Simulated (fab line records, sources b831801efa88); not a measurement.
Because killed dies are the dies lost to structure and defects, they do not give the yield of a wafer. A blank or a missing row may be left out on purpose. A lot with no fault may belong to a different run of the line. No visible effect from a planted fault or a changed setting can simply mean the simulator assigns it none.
Which of the tools did it?	flow sky130	11 lots, 33 wafers sampled, at 7 steps of a route of 708

WHAT THE GAUGES SHOWED, per wafer
SKY_FIELD_ISO_THK_MEAS_04. Usual: FIELD_ISO_CVD_03_THK gives 166.0 nm (standard deviation 1.5).
lot	measured	on	FIELD_ISO_CVD_03_THK (nm)	flag
L995	day 1 20:16	film metro-04	165.6 163.0 164.9	
L996	day 2 00:33	film metro-04	163.0 163.8 165.1	
L102	day 3 06:48	film metro-02	165.9 165.1 165.5	
L103	day 3 11:24	film metro-02	165.6 166.2 165.6	
L106	day 4 02:20	film metro-04	166.7 165.4 167.6	
L112	day 5 08:34	film metro-02	167.6 166.5 166.9	
L113	day 5 14:07	film metro-01	165.4 166.9 164.7	
L114	day 5 17:38	film metro-04	165.3 165.5 164.8	
L115	day 6 01:59	film metro-02	167.9 167.1 166.6	
L116	day 6 04:13	film metro-04	167.8 167.7 166.4	
L117	day 6 10:58	film metro-02	166.2 164.8 165.3	

SKY_PWDE_OVL_MEAS_07. Usual: PWDE_OVL gives 0.1 nm (standard deviation 1.4).
lot	measured	on	PWDE_OVL (nm)	flag
L995	day 4 01:56	overlay-02	0.4 -2.9 -2.5	
L996	day 4 07:02	overlay-02	-0.4 -2.0 -3.1	
L102	day 5 16:15	overlay-01	1.3 2.1 1.1	
L103	day 6 03:25	overlay-01	0.5 0.7 1.1	
L106	day 6 15:53	overlay-02	-0.2 0.5 0.6	
L112	day 8 03:53	overlay-02	-0.6 0.5 0.3	
L113	day 8 08:00	overlay-01	2.7 0.3 1.5	
L114	day 8 12:10	overlay-01	-0.8 2.0 0.1	
L115	day 8 19:07	overlay-02	0.1 -2.7 0.0	
L116	day 8 23:11	overlay-02	1.7 -0.7 2.1	
L117	day 9 09:02	overlay-02	-1.5 -1.3 -2.1	

SKY_VT_ADJUST_LVTN_OVL_MEAS_07. Usual: VT_ADJUST_LVTN_OVL gives 0.3 nm (standard deviation 1.5).
lot	measured	on	VT_ADJUST_LVTN_OVL (nm)	flag
L995	day 7 03:17	overlay-01	2.4 1.9 0.5	
L996	day 7 08:20	overlay-01	-1.2 1.5 0.9	
L102	day 9 00:26	overlay-02	0.0 2.1 -1.0	
L103	day 9 12:38	overlay-02	- - -	OFF
L106	day 10 02:20	overlay-01	3.9 1.8 0.2	
L112	day 11 21:26	overlay-02	-0.7 0.0 0.2	
L113	day 12 00:17	overlay-02	-0.4 0.7 1.6	
L114	day 12 06:41	overlay-01	0.8 -0.1 0.8	
L115	day 12 16:20	overlay-02	1.1 2.2 0.8	
L116	day 12 21:06	overlay-02	1.7 2.4 2.9	
L117	day 13 07:23	overlay-01	0.1 -1.7 1.6	

SKY_VT_ADJUST_LVTN_TW_MEAS_10. Usual: VT_ADJUST_LVTN_TW gives 241.1 (standard deviation 1.3).
lot	measured	on	VT_ADJUST_LVTN_TW	flag
L995	day 7 03:35	film metro-02	239.6 240.6 241.9	
L996	day 7 08:38	film metro-03	240.5 239.9 239.2	
L102	day 9 00:44	film metro-04	243.7 243.4 243.4	
L103	day 9 13:05	film metro-03	30.0 30.1 30.0	OFF
L106	day 10 02:37	film metro-02	238.9 239.4 240.3	
L112	day 11 21:44	film metro-03	241.3 241.1 240.6	
L113	day 12 00:34	film metro-04	242.0 241.5 243.0	
L114	day 12 06:59	film metro-03	241.1 240.7 240.1	
L115	day 12 16:38	film metro-04	242.1 242.7 242.3	
L116	day 12 21:23	film metro-04	241.8 241.6 242.9	
L117	day 13 07:41	film metro-03	241.1 241.5 240.5	

SKY_VT_ADJUST_LVTN_TW_MEAS_21. Usual: VT_ADJUST_LVTN_2_TW gives 187.8 (standard deviation 0.74).
lot	measured	on	VT_ADJUST_LVTN_2_TW	flag
L995	day 7 23:31	film metro-04	188.0 188.7 189.0	
L996	day 8 04:31	film metro-04	188.2 187.8 188.2	
L102	day 9 22:35	film metro-03	188.7 188.5 189.4	
L103	day 10 11:23	film metro-04	268.6 269.2 268.5	OFF
L106	day 11 00:56	film metro-04	188.1 188.6 187.9	
L112	day 12 23:07	film metro-03	187.6 186.6 186.9	
L113	day 13 01:20	film metro-04	188.0 187.8 188.0	
L114	day 13 07:55	film metro-03	187.8 188.2 186.6	
L115	day 13 17:38	film metro-02	187.5 187.2 187.6	
L116	day 13 22:56	film metro-03	187.2 187.5 187.6	
L117	day 14 08:52	film metro-02	186.3 185.8 186.3	

TOOL THAT RAN EACH LOT (tool first, then ch and the chambers of the sampled wafers, then the start)
lot	SKY_NWELL_STRIP_25	SKY_VT_ADJUST_LVTN_EXPOSE_04
L995	plasma asher-03 ch 0,1, day 5 13:41	iline stepper-01 ch 0, day 6 17:51
L996	plasma asher-03 ch 0,1, day 5 18:35	iline stepper-01 ch 0, day 6 23:14
L102	plasma asher-02 ch 0,1, day 7 07:46	iline stepper-02 ch 0, day 8 14:11
L103	plasma asher-04 ch 0,1, day 7 18:19	iline stepper-02 ch 0, day 9 02:09
L106	plasma asher-02 ch 0,1, day 8 07:38	iline stepper-02 ch 0, day 9 16:16
L112	plasma asher-03 ch 0,1, day 9 23:08	iline stepper-02 ch 0, day 11 10:14
L113	plasma asher-04 ch 0,1, day 10 01:17	iline stepper-01 ch 0, day 11 12:21
L114	plasma asher-02 ch 0, day 10 07:44	iline stepper-01 ch 0, day 11 18:58
L115	plasma asher-02 ch 0,1, day 10 16:17	iline stepper-02 ch 0, day 12 04:29
L116	plasma asher-02 ch 0,1, day 10 20:05	iline stepper-02 ch 0, day 12 09:37
L117	plasma asher-04 ch 1, day 11 06:14	iline stepper-02 ch 0, day 12 18:58
- SKY_NWELL_STRIP_25: strips in O2/N2.
- SKY_VT_ADJUST_LVTN_EXPOSE_04: exposes mask NWM COMPLEMENT LESS NATIVE, target cd 840 nm.

WHAT THE TOOLS THEMSELVES READ (means of the sampled wafers that have a number; where no wafer has one, the mark that the record gives instead)
SKY_NWELL_STRIP_25. Usual: drypump motor current A 5.4 A, standard deviation 0.45; oes product au 0.722 a.u., standard deviation 0.0052; strip time to endpoint s 36.84 s, standard deviation 0.11.
lot	tool	drypump motor current A (A)	oes product au (a.u.)	strip time to endpoint s (s)	flag
L995	plasma asher-03	5.8	0.725	36.73	
L996	plasma asher-03	5.8	0.726	36.96	
L102	plasma asher-02	5.0	0.723	37.01	
L103	plasma asher-04	5.5	0.718	36.89	
L106	plasma asher-02	5.0	0.721	36.71	
L112	plasma asher-03	6.1	0.725	36.70	
L113	plasma asher-04	5.6	0.724	36.76	
L114	plasma asher-02	5.1	0.719	36.90	
L115	plasma asher-02	5.1	0.724	36.77	
L116	plasma asher-02	5.0	0.726	36.71	
L117	plasma asher-04	5.5	0.727	36.74	

THE ANSWER, worked out from the rows above alone
Rule: a lot counts as off when the mean over its wafers that have a number is more than 3 standard deviations away from the usual mean. A lot without any number at a reading at which 4 lots or more have one is off too. All remaining lots with rows at the step are treated as sound. The gauges are gone through in route order, then the tools' own readings, and for those a lot's mean is taken as printed above. At the first step where some lot is off, the reading lying furthest off is the one used; lots without a number count as furthest.
Off: at SKY_VT_ADJUST_LVTN_OVL_MEAS_07 (VT_ADJUST_LVTN_OVL), L103. Without a number there: L103.
A tool fits if, at a process step before that reading, it ran every lot that is off, and no sound lot after the first of them. The gauges at SKY_VT_ADJUST_LVTN_OVL_MEAS_07 aren't tried: what is off there is off at SKY_VT_ADJUST_LVTN_TW_MEAS_10 too, on other tools, and a gauge's error can't cause that. None of those tried fits.

WHAT WAS PUT IN BY THE SIMULATOR
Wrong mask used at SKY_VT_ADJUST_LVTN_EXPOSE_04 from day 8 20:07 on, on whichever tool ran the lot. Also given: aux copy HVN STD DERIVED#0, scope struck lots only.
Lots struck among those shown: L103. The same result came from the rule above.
